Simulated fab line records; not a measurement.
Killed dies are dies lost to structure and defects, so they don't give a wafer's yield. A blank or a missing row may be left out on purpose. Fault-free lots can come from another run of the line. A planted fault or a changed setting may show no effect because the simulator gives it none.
Struck lot and sound lot, side by side | flow sky130 | 37 steps out of a route of 708
Sound: wafers L376.1, L376.3, L376.4. Wafers L365.1, L365.4, L365.5 were the ones struck. Last of all comes the cause.
Each step with rows lists, per side, the tool, then ch with its chambers, then its first start. Under that, the readings that differ: sound wafers | struck wafers | difference of the means | sigmas: that difference in standard deviations of wafers without a fault.
alike: readings with means less than 2 such deviations apart, plus words and numbers identical on both sides. not compared: withheld readings, readings lacking a value on some wafer, bounds such as >300 that could conceal the same value, and numbers that have no deviation in the record and whose values overlap.
A row with sigmas, a row that says differs or no value, or rows on one side alone: a step with any of these is where the two part. Numbers that don't overlap but have no deviation are shown without sigmas and don't part them. Lack of a reading on every wafer of one side parts them only where that side has two or more wafers.

first, 10 steps without rows for these wafers: SKY_LDD_LDN_SOFTBAKE_03 (time 60 s); SKY_LDD_LDN_EXPOSE_04 (exposes mask LDNTM, target cd 700 nm); SKY_LDD_LDN_PEB_05; SKY_LDD_LDN_DEVELOP_06 (develop time 60 s); SKY_LDD_LDN_IMPLANT_08; SKY_LDD_LDN_IMPLANT_09; SKY_LDD_LDN_IMPLANT_10; SKY_LDD_LDN_IMPLANT_11; SKY_LDD_LDN_STRIP_12 (strips in O2/N2); SKY_LDD_LDN_CLEAN_14 (cleans in SC1/SC2, time 150 s).
SKY_SPACER_CVD_00: deposits Si3N4 from DCS/NH3, target thk 43.1 nm, time 740 s.
  sound on lpcvd-02 ch 0, day 30 11:23; struck on lpcvd-02 ch 1, day 27 04:43
  reading                                  | sound             | struck            | difference | sigmas
  spike_tc_centre_C (C)                    | 770.9 772.1 772.0 | 765.8 766.5 767.1 | -5.2       | -5
  spike_tc_lower_C (C)                     | 770.6 770.6 771.0 | 766.7 766.5 767.0 | -4.0       | -4
  spike_tc_upper_C (C)                     | 770.2 769.2 769.7 | 764.6 767.1 767.8 | -3.2       | -3
  susceptor_temp_C (C)                     | 769.3 770.2 769.6 | 766.2 766.1 766.0 | -3.6       | -12
  model.Si3N4_of_SPACER_CVD_00.thk_nm (nm) | 42.86 43.02 42.98 | 40.24 40.2 39.95  | -2.82      |
  alike: zone_power_lower_pct
SKY_SPACER_THK_MEAS_01:
  sound: film_metro-01 at day 30 12:35; struck: film_metro-01 at day 27 05:56
  reading                | sound          | struck         | difference | sigmas
  SPACER_CVD_00_THK (nm) | 42.9 43.0 43.0 | 40.2 40.3 39.9 | -2.8       | -8
SKY_SPACER_ETCHBACK_02: etches Si3N4 in CH3F/O2, stops on SiO2, time 46.7 s, target depth 45 nm.
  sound on rie_diel-02 ch 0,1,2, day 30 12:39; struck on rie_diel-03 ch 0,2,3, day 27 05:59
  reading                  | sound             | struck            | difference | sigmas
  oes_product_au (a.u.)    | 0.845 0.860 0.845 | 0.830 0.824 0.825 | -0.024     | -4
  model.etch.depth_nm (nm) | 42.86 43.02 42.98 | 40.24 40.2 39.95  | -2.82      |
  alike: drypump_motor_current_A, throttle_valve_pct
  not compared: rf_hours_counter_h
then, 22 steps without rows for these wafers: SKY_POLY_CUT_DEHYDRATE_00 (time 60 s); SKY_POLY_CUT_HMDS_01 (prime time 60 s); SKY_POLY_CUT_COAT_02 (resist thk 60 nm); SKY_POLY_CUT_COAT_03 (resist thk 450 nm); SKY_POLY_CUT_SOFTBAKE_04 (time 90 s); SKY_POLY_CUT_EXPOSE_05 (exposes mask NPCM, target cd 270 nm); SKY_POLY_CUT_PEB_06; SKY_POLY_CUT_DEVELOP_07 (develop time 60 s); SKY_POLY_CUT_ETCH_10 (etches BARC in N2/H2, stops on SiO2, time 45.9 s, target depth 60 nm); SKY_POLY_CUT_ETCH_11 (etches Si3N4 in CF4/CH2F2/Ar, stops on poly-Si, time 42.5 s, target depth 60 nm); SKY_POLY_CUT_STRIP_12 (strips in O2/N2); SKY_SD_P_DEHYDRATE_00 (time 60 s); SKY_SD_P_HMDS_01 (prime time 60 s); SKY_SD_P_COAT_02 (resist thk 1140 nm); SKY_SD_P_SOFTBAKE_03 (time 60 s); SKY_SD_P_EXPOSE_04 (exposes mask PSDM, target cd 380 nm); SKY_SD_P_PEB_05; SKY_SD_P_DEVELOP_06 (develop time 60 s); SKY_SD_P_IMPLANT_09; SKY_SD_P_STRIP_10 (strips in O2/N2); SKY_RES_XHIGH_DEHYDRATE_00 (time 60 s); SKY_RES_XHIGH_HMDS_01 (prime time 60 s).
-- the record jumps here: 5 days lie between the struck wafers' starts before and after (it left off in module RES_XHIGH and takes up again in module SALICIDE, whose first step shown is number 361 of the route) --
SKY_SALICIDE_CLEAN_00: cleans in HF-last, time 29.05 s.
  sound on wet_bench-02 ch 2, day 35 00:44; struck on wet_bench-04 ch 2, day 32 00:10
  reading                                  | sound             | struck            | difference | sigmas
  model.Si3N4_of_SPACER_CVD_00.thk_nm (nm) | 41.91 42.06 42.03 | 39.28 39.25 38.99 | -2.83      |
-- the record jumps here: 17 days lie between the struck wafers' starts before and after (it left off in module SALICIDE and takes up again in module PAD_OPEN, whose first step shown is number 708 of the route) --
SKY_PAD_OPEN_PROBE_99:
  sound: prober-02 at day 50 15:40; struck: prober-02 at day 48 18:42
  reading                                  | sound                | struck             | difference | sigmas
  model.etest.pfet_01v8.r_on_ohm_um        | 2888 2846 2913       | 2780 2696 2700     | -157       |
  model.etest.sonos_uncharged.r_on_ohm_um  | 824 806 819          | 790.3 781.2 796    | -27.2      |
  model.etest.pfet_01v8.drive_ua_um        | 195.5 194.8 192.8    | 202.2 208.3 208.5  | +12.0      |
  model.etest.pfet_01v8_hvt.drive_ua_um    | 144.2 144.4 141.1    | 151.2 156.5 155.8  | +11.3      |
  model.etest.pfet_01v8_hvt.off_log10_a_um | -13.09 -12.97 -13.23 | -12.9 -12.64 -12.8 | +0.3       |
  alike: killed_at_M0_to_M3, killed_at_M4_up, killed_at_contacts, killed_at_front_end, killed_at_other, killed_dies, killed_open, killed_short

== WHERE THEY PART ==
Earliest at SKY_SPACER_CVD_00; latest, in this record, at SKY_SPACER_ETCHBACK_02. Later steps at which nothing parts them and some readings are alike: SKY_PAD_OPEN_PROBE_99.

WHY: the cause the simulator had injected
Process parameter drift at SKY_SPACER_CVD_00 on lpcvd-02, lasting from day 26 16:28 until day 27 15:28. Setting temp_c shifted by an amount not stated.
